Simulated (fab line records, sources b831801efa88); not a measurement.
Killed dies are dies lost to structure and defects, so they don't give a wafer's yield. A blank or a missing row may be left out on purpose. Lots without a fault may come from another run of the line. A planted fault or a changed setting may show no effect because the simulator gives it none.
Which tool did it? | flow sky130 | 13 lots, 39 wafers sampled, at 4 steps of a route of 708

WHAT THE GAUGES READ, wafer by wafer
The record holds no reading of a measuring or inspecting step that can be judged against a usual standard deviation.

WHICH TOOL RAN EACH LOT (tool, then ch and the chambers of the sampled wafers, then the start)
lot  | SKY_LI_CONTACT_ETCH_14             | SKY_LI_CONTACT_ETCH_15             | SKY_LI_CONTACT_STRIP_16              | SKY_PAD_OPEN_PROBE_99
L679 | rie_diel-01 ch 1,2, day 29 07:43   | rie_diel-01 ch 1,2, day 29 07:46   | plasma_asher-04 ch 0,1, day 29 07:53 | -
L682 | rie_diel-03 ch 0,1, day 30 01:58   | rie_diel-03 ch 0,1, day 30 02:01   | plasma_asher-02 ch 0,1, day 30 02:06 | -
L683 | rie_diel-01 ch 1,2,3, day 31 05:58 | rie_diel-01 ch 1,2,3, day 31 06:01 | plasma_asher-01 ch 0,1, day 31 06:08 | prober-02, day 47 09:01
L691 | rie_diel-01 ch 0,1,2, day 33 14:43 | rie_diel-01 ch 0,1,2, day 33 14:46 | plasma_asher-02 ch 0,1, day 33 14:53 | prober-02, day 49 00:23
L692 | rie_diel-03 ch 0,1,2, day 33 18:31 | rie_diel-03 ch 0,1,2, day 33 18:33 | plasma_asher-02 ch 0,1, day 33 18:38 | prober-01, day 49 03:53
L694 | rie_diel-04 ch 0,1,3, day 34 04:13 | rie_diel-04 ch 0,1,3, day 34 04:16 | plasma_asher-01 ch 0,1, day 34 04:23 | -
L695 | rie_diel-01 ch 1,2, day 34 05:10   | rie_diel-01 ch 1,2, day 34 05:13   | plasma_asher-02 ch 0,1, day 34 05:17 | -
L697 | rie_diel-04 ch 1,2,3, day 34 22:22 | rie_diel-04 ch 1,2,3, day 34 22:25 | plasma_asher-02 ch 0,1, day 34 22:30 | -
L698 | rie_diel-03 ch 1,2, day 35 12:49   | rie_diel-03 ch 1,2, day 35 12:52   | plasma_asher-02 ch 0,1, day 35 12:57 | -
L699 | rie_diel-01 ch 0,2, day 36 06:52   | rie_diel-01 ch 0,2, day 36 06:55   | plasma_asher-01 ch 0,1, day 36 07:00 | -
L701 | rie_diel-03 ch 0,1, day 36 07:22   | rie_diel-03 ch 0,1, day 36 07:24   | plasma_asher-04 ch 0,1, day 36 07:29 | -
L700 | rie_diel-03 ch 0,1, day 36 09:43   | rie_diel-03 ch 0,1, day 36 09:46   | plasma_asher-04 ch 0, day 36 09:51   | -
L702 | rie_diel-01 ch 1,2,3, day 36 17:43 | rie_diel-01 ch 1,2,3, day 36 17:46 | plasma_asher-01 ch 0,1, day 36 17:51 | -
- SKY_LI_CONTACT_ETCH_14: etches BARC in N2/H2, stops on SiO2, time 45.9 s, target depth 60 nm.
- SKY_LI_CONTACT_ETCH_15: etches PSG in C4F8/O2/Ar, stops on Si, target depth 600 nm.
- SKY_LI_CONTACT_STRIP_16: strips in O2/N2.
- SKY_PAD_OPEN_PROBE_99

WHAT THE TOOLS THEMSELVES READ (means of the sampled wafers that have a number; where no wafer has one, the mark that the record gives instead)
SKY_LI_CONTACT_ETCH_14. Usual: bias_w 99.94 W, standard deviation 0.27; chamber_pressure_mTorr 30.004 mTorr, standard deviation 0.029; drypump_motor_current_A 5.78 A, standard deviation 0.28; oes_product_au 0.855 a.u., standard deviation 0.0043; throttle_valve_pct 13.225 %, standard deviation 0.0084.
lot  | tool        | bias_w (W) | chamber_pressure_mTorr (mTorr) | drypump_motor_current_A (A) | oes_product_au (a.u.) | throttle_valve_pct (%) | flag
L679 | rie_diel-01 | 99.69      | 30.004                         | 5.81                        | 0.856                 | 13.226                 |
L682 | rie_diel-03 | 99.77      | 30.018                         | 5.56                        | 0.857                 | 13.216                 |
L683 | rie_diel-01 | 99.76      | 29.977                         | 5.71                        | 0.855                 | 13.225                 |
L691 | rie_diel-01 | -          | -                              | -                           | -                     | -                      | OFF
L692 | rie_diel-03 | -          | -                              | -                           | -                     | -                      | OFF
L694 | rie_diel-04 | 100.05     | 30.023                         | 5.68                        | 0.853                 | 13.228                 |
L695 | rie_diel-01 | 100.17     | 29.997                         | 5.81                        | 0.855                 | 13.224                 |
L697 | rie_diel-04 | 99.85      | 30.001                         | 5.77                        | 0.858                 | 13.227                 |
L698 | rie_diel-03 | 100.23     | 29.991                         | 6.03                        | 0.849                 | 13.231                 |
L699 | rie_diel-01 | 99.76      | 30.030                         | 5.85                        | 0.856                 | 13.228                 |
L701 | rie_diel-03 | 100.26     | 30.028                         | 5.59                        | 0.853                 | 13.231                 |
L700 | rie_diel-03 | 99.69      | 29.976                         | 5.57                        | 0.852                 | 13.228                 |
L702 | rie_diel-01 | 99.79      | 29.998                         | 5.70                        | 0.855                 | 13.229                 |

SKY_LI_CONTACT_ETCH_15. Usual: bias_w 1200 W, standard deviation 3.3; chamber_pressure_mTorr 40.00 mTorr, standard deviation 0.038; oes_product_au 0.837 a.u., standard deviation 0.0046.
lot  | tool        | bias_w (W) | chamber_pressure_mTorr (mTorr) | oes_product_au (a.u.) | flag
L679 | rie_diel-01 | 1200       | 40.00                          | 0.836                 |
L682 | rie_diel-03 | 1202       | 39.99                          | 0.835                 |
L683 | rie_diel-01 | 1198       | 40.00                          | 0.841                 |
L691 | rie_diel-01 | 1202       | 39.98                          | 0.374                 | OFF
L692 | rie_diel-03 | 1198       | 39.98                          | 0.379                 | OFF
L694 | rie_diel-04 | 1198       | 39.99                          | 0.836                 |
L695 | rie_diel-01 | 1199       | 40.03                          | 0.834                 |
L697 | rie_diel-04 | 1198       | 39.98                          | 0.836                 |
L698 | rie_diel-03 | 1203       | 40.01                          | 0.839                 |
L699 | rie_diel-01 | 1200       | 40.06                          | 0.834                 |
L701 | rie_diel-03 | 1200       | 40.01                          | 0.835                 |
L700 | rie_diel-03 | 1202       | 40.00                          | 0.834                 |
L702 | rie_diel-01 | 1200       | 40.00                          | 0.843                 |

SKY_LI_CONTACT_STRIP_16. Usual: drypump_motor_current_A 5.9 A, standard deviation 0.44; oes_product_au 0.375 a.u., standard deviation 0.0048; strip_time_to_endpoint_s 3.49 s, standard deviation 0.039.
lot  | tool            | drypump_motor_current_A (A) | oes_product_au (a.u.) | strip_time_to_endpoint_s (s) | flag
L679 | plasma_asher-04 | 5.4                         | 0.376                 | 3.51                         |
L682 | plasma_asher-02 | 6.0                         | 0.371                 | 3.47                         |
L683 | plasma_asher-01 | 5.6                         | 0.371                 | 3.47                         |
L691 | plasma_asher-02 | 6.0                         | 0.394                 | 3.96                         | OFF
L692 | plasma_asher-02 | 6.3                         | 0.393                 | 3.98                         | OFF
L694 | plasma_asher-01 | 5.8                         | 0.376                 | 3.51                         |
L695 | plasma_asher-02 | 6.3                         | 0.378                 | 3.53                         |
L697 | plasma_asher-02 | 6.3                         | 0.372                 | 3.44                         |
L698 | plasma_asher-02 | 6.0                         | 0.376                 | 3.47                         |
L699 | plasma_asher-01 | 5.6                         | 0.375                 | 3.54                         |
L701 | plasma_asher-04 | 5.5                         | 0.376                 | 3.49                         |
L700 | plasma_asher-04 | 6.0                         | 0.377                 | 3.49                         |
L702 | plasma_asher-01 | 5.8                         | 0.380                 | 3.52                         |

SKY_PAD_OPEN_PROBE_99. Usual: killed_at_M0_to_M3 43, standard deviation 6.8; killed_at_M4_up 3.0, standard deviation 1.8; killed_at_contacts 23, standard deviation 5.4; killed_at_front_end 15, standard deviation 4.4; killed_at_other 0.3, standard deviation 0.51; killed_dies 85, standard deviation 9.2; killed_on_rim 17, standard deviation 3.7; killed_open 47, standard deviation 6.8; killed_short 39, standard deviation 6.8.
lot  | tool      | killed_at_M0_to_M3 | killed_at_M4_up | killed_at_contacts | killed_at_front_end | killed_at_other | killed_dies | killed_on_rim | killed_open | killed_short | flag
L683 | prober-02 | 36                 | 3.0             | 29                 | 16                  | 0.3             | 84          | 17            | 42          | 42           |
L691 | prober-02 | 44                 | 3.3             | 425                | 19                  | 0.3             | 492         | 96            | 45          | 42           | OFF
L692 | prober-01 | 41                 | 3.0             | 436                | 12                  | 0.3             | 492         | 96            | 47          | 42           | OFF

THE ANSWER, worked out from the rows above alone
Rule: a lot is off if the mean of its wafers that have a number lies more than 3 standard deviations from the usual mean. A lot without any number at a reading at which 4 lots or more have one is off too. The other lots that the step has rows for count as sound. The gauges are gone through in route order, then the tools' own readings, and for those a lot's mean is taken as printed above. The first step at which some lot is off is used, and at that step the reading that is off furthest; a lot without a number counts as furthest.
Off: L691, L692, at SKY_LI_CONTACT_ETCH_14 (bias_w). Without a number there: L691, L692.
A tool fits if, at that step or a process step before it, it ran every lot that is off, and no sound lot after the first of them. None of those tried fits.

WHAT THE SIMULATOR HAD PUT IN
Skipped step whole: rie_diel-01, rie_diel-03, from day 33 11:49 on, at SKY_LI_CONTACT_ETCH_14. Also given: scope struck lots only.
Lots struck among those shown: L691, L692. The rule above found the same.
